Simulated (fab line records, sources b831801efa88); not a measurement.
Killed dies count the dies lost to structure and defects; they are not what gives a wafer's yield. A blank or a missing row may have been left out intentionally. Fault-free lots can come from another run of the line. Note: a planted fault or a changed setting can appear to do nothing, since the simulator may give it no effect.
fab line records	flow sky130	part 1 of 2: steps 1 to 25 of 36
record lots=5	wafers=15	last-day=50
route steps=708 shown METAL4@628 VIA4@639 METAL5@661
lots that met no fault: taken from a fault-free run of the same line
start-h: hours from the record's first day to the start of the lot's first wafer shown	wait-h: hours since the lot's step before	" same as the row above	L1.1+2: a single row standing in for several wafers	- no value, or no start given	* or withheld: withheld	< > ~ a bound
route shown NAME@n: NAME is a module with steps in the file, n the number in the route of the first one	usual: average and standard deviation across the fault-free wafers	same: alike in all rows	chamber/n: place in a boat	sites: per-site readings	_std_site: standard deviation of those values	_edge_site: the outer-site mean with the inner-site mean subtracted	radius-mm: for every site, how far away it sits from the centre of the wafer	mask NAME#n: copy n	behind: tool/chamber where the wafer was last shaped	hold: cause of the lot's hold/its duration in hours/its outcome	device: names the non-switching transistor (n, p or np)	end of line: at the end of the route, the tests of the same wafers	a step without rows: its recipe alone	killed: the dies lost at the first sort to structure and to defects; this is not the yield of the wafer	map: a wafer's dies, x killed, . not, _ none there
set.NAME: the setting as run; set.NAME@STEP: as run at that earlier step	model.NAME: the simulator's own value behind a step, which no gauge read
lots at selected steps of the route; one table per step, one row per wafer
services: the hour from which a tool's chamber was out of use, counted from the record's first day as start-h (under 0 if before that day), plus the number of hours and why
## steps
# step SKY_METAL4_DEVELOP_12
# recipe develop-time-s=60	resist=KrF-thick	dev-temp-c=21
# usual developer-temp-C=21.00/0.13
lot.wafer	tool	chamber	start-h	wait-h	developer-temp-C
L077.1	litho-track-04	0	-	-	20.97
L077.2	"	0	"	"	20.93
L077.3	"	0	"	"	21.01
L079.2	litho-track-01	0	-	-	20.91
L079.3	"	0	"	"	21.01
L079.4	"	0	"	"	20.77
L080.2	litho-track-04	0	-	-	20.95
L080.3	"	0	"	"	20.93
L080.4	"	0	"	"	20.98
L092.1	litho-track-04	0	-	-	21.04
L092.3	"	0	"	"	21.14
L092.4	"	0	"	"	21.17
L097.1	litho-track-04	0	-	-	20.94
L097.2	"	0	"	"	20.99
L097.6	"	0	"	"	20.96
# step SKY_METAL4_CD_MEAS_13
# recipe target-cd-nm=300
# usual cd-nm=300.4/1.5
lot.wafer	tool	chamber	start-h	wait-h	cd-nm
L077.1	cd-sem-01	-	1015.53	-	300.8
L077.2	"	-	"	"	299.3
L077.3	"	-	"	"	300.3
L079.2	cd-sem-02	-	1019.70	-	300.8
L079.3	"	-	"	"	299.8
L079.4	"	-	"	"	300.8
L080.2	cd-sem-01	-	1025.45	-	297.4
L080.3	"	-	"	"	297.6
L080.4	"	-	"	"	298.4
L092.1	cd-sem-01	-	1101.93	-	301.5
L092.3	"	-	"	"	300.2
L092.4	"	-	"	"	300.8
L097.1	cd-sem-02	-	1128.33	-	302.4
L097.2	"	-	"	"	303.0
L097.6	"	-	"	"	302.9
# step SKY_METAL4_OVL_MEAS_14
# usual METAL4_OVL=-4/4.1
lot.wafer	tool	chamber	start-h	wait-h	METAL4_OVL[nm]
L077.1	overlay-01	-	1015.65	0.1	0
L077.2	"	-	"	"	-3
L077.3	"	-	"	"	-5
L079.2	overlay-01	-	1019.81	0.1	-2
L079.3	"	-	"	"	1
L079.4	"	-	"	"	-2
L080.2	overlay-02	-	1025.56	0.1	-7
L080.3	"	-	"	"	-9
L080.4	"	-	"	"	-8
L092.1	overlay-01	-	1102.05	0.1	-8
L092.3	"	-	"	"	-7
L092.4	"	-	"	"	0
L097.1	overlay-02	-	1128.45	0.1	2
L097.2	"	-	"	"	4
L097.6	"	-	"	"	1
# step SKY_METAL4_DESCUM_15
# recipe chemistry=O2	source-power-w=150	bias-power-w=0	pressure-mtorr=10	temp-c=40	time-s=8
# usual drypump-motor-current-A=5.6/0.49	oes-product-au=1.000/0.0092
lot.wafer	tool	chamber	start-h	wait-h	drypump-motor-current-A	oes-product-au	rf-hours-counter-h
L077.1	rie-metal-03	1	1015.69	0.0	4.9	1.008	6
L077.2	"	0	"	"	5.6	1.004	9
L077.3	"	0	"	"	5.6	1.002	-
L079.2	rie-metal-03	1	1019.84	0.0	4.9	1.007	7
L079.3	"	1	"	"	4.9	0.997	-
L079.4	"	0	"	"	5.6	1.015	-
L080.2	rie-metal-01	0	1025.59	0.0	5.6	1.000	6
L080.3	"	1	"	"	6.3	1.000	-
L080.4	"	0	"	"	5.6	1.006	-
L092.1	rie-metal-02	1	1102.09	0.0	6.1	0.982	22
L092.3	"	0	"	"	5.5	0.988	-
L092.4	"	1	"	"	6.1	0.983	-
L097.1	rie-metal-02	0	1128.49	0.0	5.6	1.001	24
L097.2	"	1	"	"	6.2	0.986	24
L097.6	"	0	"	"	5.6	1.006	-
# step SKY_METAL4_ETCH_16
# recipe chemistry=N2/H2	target=BARC	ion-energy-ev=200	bias-w=100	pressure-mtorr=30	n2-flow-sccm=100	h2-flow-sccm=200	icp-w=500	stop-on=SiO2	time-s=88.2	target-depth-a=600
# usual drypump-motor-current-A=5.6/0.49	oes-product-au=0.627/0.0048	throttle-valve-pct=13.205/0.0086
lot.wafer	tool	chamber	start-h	wait-h	drypump-motor-current-A	oes-product-au	rf-hours-counter-h	throttle-valve-pct
L077.1	rie-metal-03	1	1015.72	0.0	4.9	0.625	6	13.210
L077.2	"	0	"	"	5.5	0.630	9	13.223
L077.3	"	0	"	"	5.6	0.633	-	13.212
L079.2	rie-metal-03	1	1019.87	0.0	4.9	0.628	7	13.211
L079.3	"	1	"	"	4.9	0.635	-	13.217
L079.4	"	0	"	"	5.6	0.622	-	13.200
L080.2	rie-metal-01	0	1025.62	0.0	5.6	0.628	6	13.208
L080.3	"	1	"	"	6.3	0.630	-	13.203
L080.4	"	0	"	"	5.6	0.639	-	13.194
L092.1	rie-metal-02	1	1102.12	0.0	6.1	0.621	22	13.212
L092.3	"	0	"	"	5.6	0.626	-	13.224
L092.4	"	1	"	"	6.1	0.624	-	13.200
L097.1	rie-metal-02	0	1128.52	0.0	5.6	0.633	24	13.205
L097.2	"	1	"	"	6.1	0.635	24	13.212
L097.6	"	0	"	"	5.6	0.631	-	13.207
# step SKY_METAL4_ETCH_17
# recipe target=SiO2	stop-on=TiN	chemistry=C4F8/O2/Ar	source-w=1500	bias-w=1200	pressure-mtorr=40	c4f8-flow-sccm=withheld	O2_flow_sccm=6	Ar_flow_sccm=300	time-s=3.9	target-depth-a=150
# usual oes-product-au=0.755/0.0071
lot.wafer	tool	chamber	start-h	wait-h	oes-product-au	rf-hours-counter-h
L077.1	rie-diel-04	0	1015.82	0.1	0.742	6
L077.2	"	1	"	"	0.758	9
L077.3	"	2	"	"	0.757	15
L079.2	rie-diel-01	0	1019.97	0.1	0.755	19
L079.3	"	3	"	"	0.753	22
L079.4	"	1	"	"	0.756	5
L080.2	rie-diel-03	3	1025.72	0.1	0.746	5
L080.3	"	0	"	"	0.751	10
L080.4	"	1	"	"	0.766	22
L092.1	rie-diel-03	0	1102.22	0.1	0.751	13
L092.3	"	3	"	"	0.754	8
L092.4	"	1	"	"	0.763	25
L097.1	rie-diel-01	3	1128.62	0.1	0.750	26
L097.2	"	1	"	"	0.757	10
L097.6	"	2	"	"	0.761	-
# step SKY_METAL4_METAL_ETCH_18
# recipe target-depth-a=8450	stop-on=SiO2	over-etch-frac=0.3	time-s=183.1	chemistry=Cl2/BCl3	resist-sidewall-deg=88	pressure-mtorr=10	icp-w=916.6	bias-w=48.5	Cl2_flow_sccm=60	bcl3-flow-sccm=30
# usual drypump-motor-current-A=5.6/0.47	mfc-cl2-sccm=60.00/0.18	oes-product-au=0.867/0.0062	throttle-valve-pct=22.264/0.0095
lot.wafer	tool	chamber	start-h	wait-h	drypump-motor-current-A	mfc-cl2-sccm	oes-product-au	rf-hours-counter-h	throttle-valve-pct
L077.1	rie-metal-01	0	1015.84	0.0	5.6	59.99	0.863	6	22.242
L077.2	"	1	"	"	6.4	60.06	0.863	22	22.265
L077.3	"	0	"	"	5.6	59.80	0.864	-	22.263
L079.2	rie-metal-01	0	1019.99	0.0	5.6	60.12	0.867	6	22.270
L079.3	"	0	"	"	5.6	60.24	0.883	-	22.276
L079.4	"	1	"	"	6.3	59.92	0.871	-	22.276
L080.2	rie-metal-03	0	1025.74	0.0	5.6	59.99	0.870	10	22.263
L080.3	"	0	"	"	5.5	60.13	0.870	-	22.270
L080.4	"	1	"	"	4.9	60.17	0.865	-	22.263
L092.1	rie-metal-03	1	1102.24	0.0	4.9	59.90	0.885	12	22.270
L092.3	"	1	"	"	4.9	59.99	0.869	-	22.262
L092.4	"	1	"	"	4.9	59.65	0.875	-	22.255
L097.1	rie-metal-03	1	1128.64	0.0	4.9	60.04	0.861	14	22.265
L097.2	"	0	"	"	5.6	60.21	0.869	16	22.283
L097.6	"	0	"	"	5.6	60.09	0.857	-	22.258
# step SKY_METAL4_STRIP_19
# recipe chemistry=O2/N2	power-w=1400	pressure-mtorr=1500	platen-temp-c=withheld	o2-flow-sccm=3000	n2-flow-sccm=300	overash-fraction=0.5
# usual drypump-motor-current-A=5.7/0.55	oes-product-au=0.500/0.0054	strip-time-to-endpoint-s=6.46/0.079
lot.wafer	tool	chamber	start-h	wait-h	drypump-motor-current-A	oes-product-au	rf-hours-counter-h	strip-time-to-endpoint-s
L077.1	plasma-asher-02	0	1016.02	0.1	5.4	0.495	118	6.42
L077.2	"	1	"	"	4.7	0.498	118	6.56
L077.3	"	1	"	"	4.8	0.505	-	6.47
L079.2	plasma-asher-01	1	1020.17	0.1	6.1	0.506	23	6.45
L079.3	"	0	"	"	6.3	0.502	-	6.54
L079.4	"	1	"	"	6.1	0.497	-	6.58
L080.2	plasma-asher-02	0	1025.92	0.1	5.5	0.509	119	6.36
L080.3	"	0	"	"	5.4	0.504	-	6.36
L080.4	"	1	"	"	4.8	0.497	-	6.39
L092.1	plasma-asher-03	1	1102.59	0.3	5.4	0.495	100	6.45
L092.3	"	1	"	"	5.3	0.500	-	6.42
L092.4	"	0	"	"	6.2	0.503	-	6.43
L097.1	plasma-asher-03	0	1128.82	0.1	6.2	0.488	103	6.44
L097.2	"	1	"	"	5.3	0.488	103	6.33
L097.6	"	0	"	"	6.2	0.494	-	6.45
# step SKY_METAL4_STRIP_20
# recipe chemistry=post-etch-residue-remover	time-s=1200	temp-c=72.5
# usual bath-guard-temp-C=72.6/0.53
lot.wafer	tool	chamber	start-h	wait-h	bath-guard-temp-C
L077.1	wet-bench-03	2	1016.12	0.1	73.3
L077.2	"	2	"	"	72.8
L077.3	"	2	"	"	73.2
L079.2	wet-bench-04	0	1020.27	0.1	72.3
L079.3	"	0	"	"	72.0
L079.4	"	0	"	"	72.1
L080.2	wet-bench-04	3	1026.02	0.1	72.7
L080.3	"	3	"	"	73.0
L080.4	"	3	"	"	72.7
L092.1	wet-bench-04	3	1102.69	0.1	72.7
L092.3	"	3	"	"	72.7
L092.4	"	3	"	"	72.9
L097.1	wet-bench-02	2	1128.92	0.1	72.4
L097.2	"	2	"	"	72.1
L097.6	"	2	"	"	72.6
# step SKY_METAL4_CLEAN_21
# recipe chemistry=IPA	time-s=180	temp-c=25
lot.wafer	tool	chamber	start-h	wait-h
L077.1+2+3	wet-bench-03	2	1016.46	0.0
L079.2+3+4	wet-bench-03	0	1020.64	0.0
L080.2+3+4	wet-bench-02	3	1026.39	0.0
L092.1+3+4	wet-bench-03	0	1103.04	0.0
L097.1+2+6	wet-bench-03	3	1129.32	0.0
# step SKY_METAL4_CLEAN_22
# recipe chemistry=O3/DIW	dry=n2-spin
lot.wafer	tool	chamber	start-h	wait-h
L077.1+2+3	wet-bench-03	1	1016.52	0.0
L079.2+3+4	wet-bench-04	2	1020.70	0.0
L080.2+3+4	wet-bench-04	2	1026.45	0.0
L092.1+3+4	wet-bench-04	2	1103.09	0.0
L097.1+2+6	wet-bench-02	0	1129.38	0.0
# step SKY_VIA4_HDPCVD_00
# recipe material=SiO2	target-thk-nm=1750	sigma-open-frac=0.3	time-s=291.7	temp-c=400	sih4-flow-sccm=60	pressure-mtorr=6
# usual susceptor-temp-C=399.99/0.22
lot.wafer	tool	chamber	start-h	wait-h	susceptor-temp-C
L077.1	hdpcvd-01	2	1016.61	0.0	399.74
L077.2	"	1	"	"	400.06
L077.3	"	0	"	"	400.23
L079.2	hdpcvd-02	0	1020.80	0.0	399.91
L079.3	"	1	"	"	399.52
L079.4	"	1	"	"	399.90
L080.2	hdpcvd-02	0	1026.55	0.0	400.11
L080.3	"	2	"	"	399.92
L080.4	"	2	"	"	399.89
L092.1	hdpcvd-02	0	1103.19	0.0	399.86
L092.3	"	1	"	"	399.87
L092.4	"	0	"	"	400.27
L097.1	hdpcvd-02	1	1129.49	0.0	400.13
L097.2	"	2	"	"	400.07
L097.6	"	1	"	"	400.19
# step SKY_VIA4_THK_MEAS_01
# recipe reads=SiO2_of_VIA4_HDPCVD_00
# usual VIA4_HDPCVD_THK=1729/17
lot.wafer	tool	chamber	start-h	wait-h	VIA4_HDPCVD_THK[nm]
L077.1	film-metro-01	-	1016.79	0.1	1727
L077.2	"	-	"	"	1701
L077.3	"	-	"	"	1717
L079.2	film-metro-03	-	1020.99	0.1	1740
L079.3	"	-	"	"	1758
L079.4	"	-	"	"	1740
L080.2	film-metro-01	-	1026.74	0.1	1728
L080.3	"	-	"	"	1720
L080.4	"	-	"	"	1722
L092.1	film-metro-01	-	1103.37	0.1	1720
L092.3	"	-	"	"	1717
L092.4	"	-	"	"	1735
L097.1	film-metro-01	-	1129.67	0.1	1757
L097.2	"	-	"	"	1713
L097.6	"	-	"	"	1725
# step SKY_VIA4_CMP_02
# recipe material=SiO2	down-force-psi=4	platen-rpm=60	pad-velocity-m-s=0.94248
# usual motor-current-A=12.4/0.86
lot.wafer	tool	chamber	start-h	wait-h	motor-current-A
L077.2	cmp-02	3	1016.85	0.0	13.7
L077.1	"	0	"	"	11.9
L077.3	"	1	"	"	11.2
L079.2	cmp-02	2	1021.04	0.0	14.0
L079.3	"	3	"	"	13.7
L079.4	"	1	"	"	11.6
L080.2	cmp-01	2	1026.79	0.0	12.6
L080.4	"	3	"	"	12.5
L080.3	"	1	"	"	12.1
L092.3	cmp-01	3	1103.48	0.1	11.8
L092.4	"	0	"	"	11.8
L092.1	"	1	"	"	11.3
L097.2	cmp-01	1	1129.83	0.1	11.8
L097.1	"	2	"	"	13.1
L097.6	"	0	"	"	12.2
# step SKY_VIA4_BOW_MEAS_03
# recipe mode=bow
# usual VIA4_BOW=81/8.3
lot.wafer	tool	chamber	start-h	wait-h	VIA4_BOW[um]
L077.1	film-metro-01	-	1017.15	0.2	73
L077.2	"	-	"	"	77
L077.3	"	-	"	"	80
L079.2	film-metro-03	-	1021.36	0.3	69
L079.3	"	-	"	"	87
L079.4	"	-	"	"	89
L080.2	film-metro-02	-	1027.11	0.3	88
L080.3	"	-	"	"	79
L080.4	"	-	"	"	74
L092.1	film-metro-01	-	1103.73	0.1	79
L092.3	"	-	"	"	78
L092.4	"	-	"	"	83
L097.1	film-metro-03	-	1130.03	0.1	75
L097.2	"	-	"	"	82
L097.6	"	-	"	"	87
# step SKY_VIA4_DEHYDRATE_04
# recipe temp-c=200	time-s=60
lot.wafer	tool	chamber	start-h	wait-h
L077.1+2+3	litho-track-03	0	1028.98	11.8
L079.2+3+4	litho-track-01	0	1033.85	12.5
L080.2+3+4	litho-track-03	0	1038.91	11.8
L092.1+3+4	litho-track-01	0	1112.53	8.8
L097.1+2+6	litho-track-02	0	1137.42	7.4
# step SKY_VIA4_HMDS_05
# recipe prime-time-s=60	prime-temp-c=120
lot.wafer	tool	chamber	start-h	wait-h
L077.1+2+3	litho-track-03	0	1029.13	0.1
L079.2+3+4	litho-track-01	0	1034.00	0.1
L080.2+3+4	litho-track-03	0	1039.06	0.1
L092.1+3+4	litho-track-01	0	1112.68	0.1
L097.1+2+6	litho-track-02	0	1137.57	0.1
# step SKY_VIA4_COAT_06
# recipe resist=NOVOLAK	spin-rpm=3000	resist-thk-nm=1140
# usual dispense-pressure-kPa=50/4.8
lot.wafer	tool	chamber	start-h	wait-h	dispense-pressure-kPa
L077.1	litho-track-03	0	1029.28	0.1	57
L077.2	"	0	"	"	57
L077.3	"	0	"	"	57
L079.2	litho-track-01	0	1034.15	0.1	51
L079.3	"	0	"	"	51
L079.4	"	0	"	"	51
L080.2	litho-track-03	0	1039.21	0.1	57
L080.3	"	0	"	"	57
L080.4	"	0	"	"	57
L092.1	litho-track-01	0	1112.83	0.1	51
L092.3	"	0	"	"	51
L092.4	"	0	"	"	51
L097.1	litho-track-02	0	1137.72	0.1	45
L097.2	"	0	"	"	45
L097.6	"	0	"	"	45
# step SKY_VIA4_SOFTBAKE_07
# recipe temp-c=90	time-s=57.09	resist=NOVOLAK
lot.wafer	tool	chamber	start-h	wait-h
L077.1+2+3	litho-track-03	0	1029.43	0.1
L079.2+3+4	litho-track-01	0	1034.30	0.1
L080.2+3+4	litho-track-03	0	1039.36	0.1
L092.1+3+4	litho-track-01	0	1112.98	0.1
L097.1+2+6	litho-track-02	0	1137.87	0.1
# step SKY_VIA4_EXPOSE_08
# recipe mask-id=VIM4	na=0.6	source-shape=conventional	sigma-outer=0.6	polarization=unpolarized	target-cd-nm=800	dose-mj=132
# usual stage-vel-mm-s=500.05/0.24
lot.wafer	tool	chamber	start-h	wait-h	mask	stage-vel-mm-s
L077.1	iline-stepper-02	0	-	-	VIM4#0	500.16
L077.2	"	0	"	"	VIM4#0	500.23
L077.3	"	0	"	"	VIM4#0	499.74
L079.2	iline-stepper-01	0	-	-	VIM4#0	500.29
L079.3	"	0	"	"	VIM4#0	499.92
L079.4	"	0	"	"	VIM4#0	499.89
L080.2	iline-stepper-02	0	-	-	VIM4#0	499.78
L080.3	"	0	"	"	VIM4#0	500.12
L080.4	"	0	"	"	VIM4#0	499.89
L092.1	iline-stepper-01	0	-	-	VIM4#0	499.82
L092.3	"	0	"	"	VIM4#0	499.75
L092.4	"	0	"	"	VIM4#0	500.14
L097.1	iline-stepper-01	0	-	-	VIM4#0	500.06
L097.2	"	0	"	"	VIM4#0	500.30
L097.6	"	0	"	"	VIM4#0	500.04
# step SKY_VIA4_PEB_09
# recipe temp-c=withheld	time-s=*	resist=NOVOLAK
lot.wafer	tool	chamber	start-h	wait-h
L077.1+2+3	litho-track-02	0	-	-
L079.2+3+4	litho-track-01	0	-	-
L080.2+3+4	litho-track-02	0	-	-
L092.1+3+4	litho-track-01	0	-	-
L097.1+2+6	litho-track-01	0	-	-
# step SKY_VIA4_DEVELOP_10
# recipe resist=NOVOLAK	developer=TMAH	develop-time-s=60	dev-temp-c=23
# usual developer-temp-C=23.01/0.1
lot.wafer	tool	chamber	start-h	wait-h	developer-temp-C
L077.1	litho-track-02	0	1040.87	0.1	22.79
L077.2	"	0	"	"	22.88
L077.3	"	0	"	"	22.88
L079.2	litho-track-01	0	1044.75	0.1	22.97
L079.3	"	0	"	"	22.96
L079.4	"	0	"	"	23.09
L080.2	litho-track-02	0	1049.04	0.1	23.05
L080.3	"	0	"	"	22.89
L080.4	"	0	"	"	22.92
L092.1	litho-track-01	0	1122.63	0.1	23.08
L092.3	"	0	"	"	22.94
L092.4	"	0	"	"	23.32
L097.1	litho-track-01	0	1147.28	0.1	22.97
L097.2	"	0	"	"	23.08
L097.6	"	0	"	"	22.87
# step SKY_VIA4_OVL_MEAS_11
# usual VIA4_OVL=-0.3/1.5
lot.wafer	tool	chamber	start-h	wait-h	VIA4_OVL[nm]
L077.1	overlay-02	-	1041.02	0.1	-2.0
L077.2	"	-	"	"	-0.6
L077.3	"	-	"	"	-0.6
L079.2	overlay-02	-	1044.88	0.1	-3.0
L079.3	"	-	"	"	-3.6
L079.4	"	-	"	"	-2.4
L080.2	overlay-01	-	1049.17	0.1	0.7
L080.3	"	-	"	"	-1.3
L080.4	"	-	"	"	-1.2
L092.1	overlay-01	-	1122.78	0.1	-0.5
L092.3	"	-	"	"	0.0
L092.4	"	-	"	"	0.6
L097.1	overlay-02	-	1147.43	0.1	1.1
L097.2	"	-	"	"	-1.0
L097.6	"	-	"	"	0.2
# step SKY_VIA4_ETCH_12
# recipe target=SiO2	chemistry=C4F8/O2/Ar	stop-on=TiN	mask-material=NOVOLAK	source-w=1500	bias-w=1200	pressure-mtorr=40	c4f8-flow-sccm=withheld	O2_flow_sccm=6	Ar_flow_sccm=300	time-s=withheld	target-depth-a=5800
# usual oes-product-au=0.926/0.0045
lot.wafer	tool	chamber	start-h	wait-h	oes-product-au
L077.1	rie-diel-04	2	1041.05	0.0	0.924
L077.2	"	0	"	"	0.926
L077.3	"	3	"	"	0.926
L079.2	rie-diel-02	1	1044.91	0.0	0.920
L079.3	"	2	"	"	0.928
L079.4	"	3	"	"	0.914
L080.2	rie-diel-04	2	1049.20	0.0	0.931
L080.3	"	0	"	"	0.923
L080.4	"	3	"	"	0.923
L092.1	rie-diel-02	0	1122.81	0.0	0.927
L092.3	"	3	"	"	0.926
L092.4	"	2	"	"	0.932
L097.1	rie-diel-01	2	1147.46	0.0	0.928
L097.2	"	3	"	"	0.922
L097.6	"	3	"	"	0.926
# step SKY_VIA4_STRIP_13
# recipe chemistry=O2/N2	power-w=1400	pressure-mtorr=1500	platen-temp-c=withheld	o2-flow-sccm=3000	n2-flow-sccm=300	overash-fraction=0.5
# usual drypump-motor-current-A=5.4/0.45	oes-product-au=0.709/0.0048	strip-time-to-endpoint-s=12.81/0.038
lot.wafer	tool	chamber	start-h	wait-h	drypump-motor-current-A	oes-product-au	rf-hours-counter-h	strip-time-to-endpoint-s
L077.1	plasma-asher-02	0	1041.13	-	5.5	0.709	121	12.76
L077.2	"	1	"	"	4.8	0.710	121	12.85
L077.3	"	1	"	"	4.8	0.710	-	12.76
L079.2	plasma-asher-02	1	1044.99	-	4.7	0.706	121	12.90
L079.3	"	0	"	"	5.4	0.714	-	12.81
L079.4	"	1	"	"	4.8	0.704	-	12.87
L080.2	plasma-asher-03	1	1049.28	-	5.3	0.711	95	12.78
L080.3	"	0	"	"	6.2	0.703	-	12.82
L080.4	"	1	"	"	5.4	0.712	-	12.79
L092.1	plasma-asher-04	1	1122.89	-	5.8	0.703	72	12.75
L092.3	"	0	"	"	5.4	0.707	-	12.82
L092.4	"	1	"	"	5.8	0.706	-	12.80
L097.1	plasma-asher-02	0	1147.54	-	5.5	0.718	8	12.81
L097.2	"	1	"	"	4.7	0.711	8	12.78
L097.6	"	1	"	"	4.7	0.704	-	12.82
